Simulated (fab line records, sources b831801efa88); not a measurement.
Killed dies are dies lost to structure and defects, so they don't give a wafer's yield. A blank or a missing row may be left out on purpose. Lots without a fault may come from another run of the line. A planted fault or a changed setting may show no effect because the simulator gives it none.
Which tool did it? | flow gf180mcu | 13 lots, 39 wafers sampled, at 3 steps of a route of 602

WHAT THE GAUGES READ, wafer by wafer
GF_V5_RS_MEAS_24: measures by four-point-probe. Usual: V5_W_RS 0.333 ohm/sq, standard deviation 0.005.
lot  | measured     | on            | V5_W_RS (ohm/sq)  | flag
L853 | day 27 05:24 | film_metro-04 | 0.334 0.334 0.334 |
L854 | day 27 07:55 | film_metro-04 | 0.334 0.336 0.333 |
L858 | day 28 20:47 | film_metro-02 | 0.335 0.326 0.326 |
L860 | day 29 11:07 | film_metro-02 | 0.330 0.332 0.329 |
L861 | day 29 21:06 | film_metro-02 | 0.333 0.336 0.331 |
L862 | day 30 05:04 | film_metro-04 | 0.338 0.341 0.339 |
L864 | day 30 17:24 | film_metro-02 | 0.329 0.331 0.324 |
L863 | day 30 19:15 | film_metro-01 | 0.328 0.333 0.331 |
L865 | day 31 00:01 | film_metro-04 | 0.337 0.333 0.333 |
L866 | day 31 05:15 | film_metro-04 | 0.330 0.323 0.326 |
L871 | day 32 13:35 | film_metro-02 | 0.327 0.333 0.331 |
L873 | day 33 00:35 | film_metro-01 | 0.334 0.337 0.335 |
L876 | day 33 13:43 | film_metro-02 | 0.340 0.345 0.337 |

GF_V5_THK_MEAS_25: measures by xrf. Usual: V5_W_THK 340 nm, standard deviation 5.7.
lot  | measured     | on            | V5_W_THK (nm) | flag
L853 | day 27 05:31 | film_metro-04 | 337 338 339   |
L854 | day 27 08:00 | film_metro-04 | 340 338 342   |
L858 | day 28 20:54 | film_metro-02 | 338 346 344   |
L860 | day 29 11:13 | film_metro-02 | 341 340 341   |
L861 | day 29 21:13 | film_metro-02 | 337 334 339   |
L862 | day 30 05:10 | film_metro-04 | 339 336 339   |
L864 | day 30 17:29 | film_metro-02 | 347 346 351   |
L863 | day 30 19:22 | film_metro-01 | 348 342 344   |
L865 | day 31 00:08 | film_metro-04 | 338 343 339   |
L866 | day 31 05:22 | film_metro-04 | 342 351 347   |
L871 | day 32 13:43 | film_metro-02 | 342 337 339   |
L873 | day 33 00:43 | film_metro-01 | 342 337 341   |
L876 | day 33 13:50 | film_metro-02 | 334 327 337   |

WHICH TOOL RAN EACH LOT (tool, then ch and the chambers of the sampled wafers, then the start)
lot  | GF_V5_SPUTTER_21
L853 | pvd_sputter-04, day 27 05:11
L854 | pvd_sputter-04, day 27 07:40
L858 | pvd_sputter-04, day 28 20:33
L860 | pvd_sputter-02, day 29 10:52
L861 | pvd_sputter-01, day 29 20:53
L862 | pvd_sputter-04, day 30 04:49
L864 | pvd_sputter-01, day 30 17:08
L863 | pvd_sputter-02, day 30 19:01
L865 | pvd_sputter-02, day 30 23:47
L866 | pvd_sputter-02, day 31 05:02
L871 | pvd_sputter-02, day 32 13:22
L873 | pvd_sputter-01, day 33 00:23
L876 | pvd_sputter-02, day 33 13:29
- GF_V5_SPUTTER_21: material Ti, target thk 15 nm, time 80.02 s.

WHAT THE TOOLS THEMSELVES READ (means of the sampled wafers that have a number; where no wafer has one, the mark that the record gives instead)
GF_V5_SPUTTER_21. Usual: cathode_dc_power_W 2499.9 W, standard deviation 0.48; throttle_valve_pct 30.2 %, standard deviation 1.
lot  | tool           | cathode_dc_power_W (W) | throttle_valve_pct (%) | flag
L853 | pvd_sputter-04 | 2500.3                 | 30.6                   |
L854 | pvd_sputter-04 | 2500.3                 | 30.7                   |
L858 | pvd_sputter-04 | 2500.2                 | 30.7                   |
L860 | pvd_sputter-02 | 2500.1                 | 30.8                   |
L861 | pvd_sputter-01 | 2500.1                 | 30.3                   |
L862 | pvd_sputter-04 | 2499.8                 | 30.6                   |
L864 | pvd_sputter-01 | 2500.3                 | 30.3                   |
L863 | pvd_sputter-02 | 2500.0                 | 30.4                   |
L865 | pvd_sputter-02 | 2500.1                 | 30.0                   |
L866 | pvd_sputter-02 | 2500.0                 | 30.4                   |
L871 | pvd_sputter-02 | 2500.1                 | 30.3                   |
L873 | pvd_sputter-01 | 2499.7                 | 29.4                   |
L876 | pvd_sputter-02 | 2500.2                 | 30.1                   |

THE ANSWER, worked out from the rows above alone
Rule: a lot is off if the mean of its wafers that have a number lies more than 3 standard deviations from the usual mean. A lot without any number at a reading at which 4 lots or more have one is off too. The other lots that the step has rows for count as sound. The gauges are gone through in route order, then the tools' own readings, and for those a lot's mean is taken as printed above. The first step at which some lot is off is used, and at that step the reading that is off furthest; a lot without a number counts as furthest.
No lot is off at any reading shown: from this, nothing can be told.

WHAT THE SIMULATOR HAD PUT IN
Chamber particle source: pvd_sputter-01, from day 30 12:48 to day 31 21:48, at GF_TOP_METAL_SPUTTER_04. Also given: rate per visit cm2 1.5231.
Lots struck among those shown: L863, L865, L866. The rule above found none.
